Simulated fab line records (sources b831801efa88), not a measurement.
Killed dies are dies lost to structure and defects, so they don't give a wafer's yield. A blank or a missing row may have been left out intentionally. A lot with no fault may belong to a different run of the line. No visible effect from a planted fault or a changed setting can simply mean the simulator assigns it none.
Code-filled problem report in 8D (eight disciplines) form / flow sfq line / the parts of the form that need people (team, actions taken, sign-off) are left out

1. THE PROBLEM
heater power total W at SFQ_TRILAYER_M6_LITHO_PEB_162 reads a mean of 80.86 W on 3 wafers of 2 lots; wafers without a fault read 79.15 W with a standard deviation of 0.059. Relative to the usual mean, that is a shift of +29 standard deviations.
The step: peb time 60 s.
Earliest sighting: wafer L295.5 on litho track-02 at day 81 18:39. Wafers with a number at this step in the record: 18, from 6 lots. Rule for "out", or "out of limits": more than 4 standard deviations from the usual mean. The rest of the wafers with a number are treated as sound.

2. WHAT IT IS AND WHAT IT IS NOT
question=which readings at this step | is=heater power total W | is not=-
question=which lots | is=L295, L298 | is not=L283, L284, L296, L303
question=which wafers of those lots | is=L295.5, L298.5, L298.6 | is not=L295.3, L295.4, L298.1
question=read on which tools | is=litho track-02 | is not=litho track-03, litho track-04
question=when | is=from day 81 18:39 | is not=up to then (8 sound wafers); but 7 sound wafers of L296, L298, L303 came after

3. WHAT RULES OUT EACH SUSPECT
Counting: if a tool at a process step up to the reading ran every lot that is out, it stays a suspect. Sound lots after the first of them don't rule it out here, since some wafers of a struck lot are sound.
- rie diel-04 at SFQ_TRILAYER_C5_BARC_OPEN_VIA_ETCH_210 (etches BARC in O2, target depth 125 nm, time 41.7 s): kept. It ran every lot that is out, first L295 (day 77 21:49).
- rie diel-04 at SFQ_TRILAYER_C5_ETCH_VIA_ETCH_154 (etches SiO2 in CHF3, stops on Nb, target depth 84 nm): kept. It ran every lot that is out, first L295 (day 77 21:51).
- pvd sputter-03 at SFQ_TRILAYER_M6_DEP_SPUTTER_157 (material Nb, target thk 200 nm, time 133.3 s): kept. It ran every lot that is out, first L295 (day 77 22:43).
- litho track-02 at SFQ_TRILAYER_M6_LITHO_PEB_162 (peb time 60 s): kept. Ran every lot that is out, first one L295 (day 81 18:39); last sound lot up to then L284 (day 73 15:50). Out on those wafers are its own readings of heater power total W.
Left after counting: rie diel-04 at SFQ_TRILAYER_C5_BARC_OPEN_VIA_ETCH_210, rie diel-04 at SFQ_TRILAYER_C5_ETCH_VIA_ETCH_154, pvd sputter-03 at SFQ_TRILAYER_M6_DEP_SPUTTER_157, litho track-02 at SFQ_TRILAYER_M6_LITHO_PEB_162.

4. THE CAUSE (what the simulator had put in)
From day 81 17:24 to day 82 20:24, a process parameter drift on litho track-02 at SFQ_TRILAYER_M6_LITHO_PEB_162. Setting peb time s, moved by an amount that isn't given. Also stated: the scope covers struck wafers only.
This tool is one of the 4 suspects left after counting.

5. THE CHAIN OF EFFECTS, in route order
Rows list readings where the struck wafers' mean (over those with a number) sits beyond 3 standard deviations from the usual. Only readings for which the record gives a usual standard deviation are gone through. hours: the time from each lot's start at the first step in this table that gives one to its start at this step, as a median over the lots. sigmas: the change in usual standard deviations.
hours=0; step=SFQ_TRILAYER_M6_LITHO_PEB_162; reading=heater power total W; usual=79.15 W; on struck wafers=80.86; change=+1.71; sigmas=+29
Its process steps:
- SFQ_TRILAYER_M6_LITHO_PEB_162: peb time 60 s.
Readings that are blank on the struck wafers while sound wafers have them: plate temp C at SFQ_TRILAYER_M6_LITHO_PEB_162.
Later steps that measure or inspect, where all struck wafers having a row at the step show a number for every such reading and not one has moved that far: SFQ_M6_OVL_MEAS_940.

6. HOW IT WOULD HAVE BEEN CAUGHT EARLIER
In this record the first reading out of limits was taken at day 81 18:39, 1 hour after the fault began at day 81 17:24.
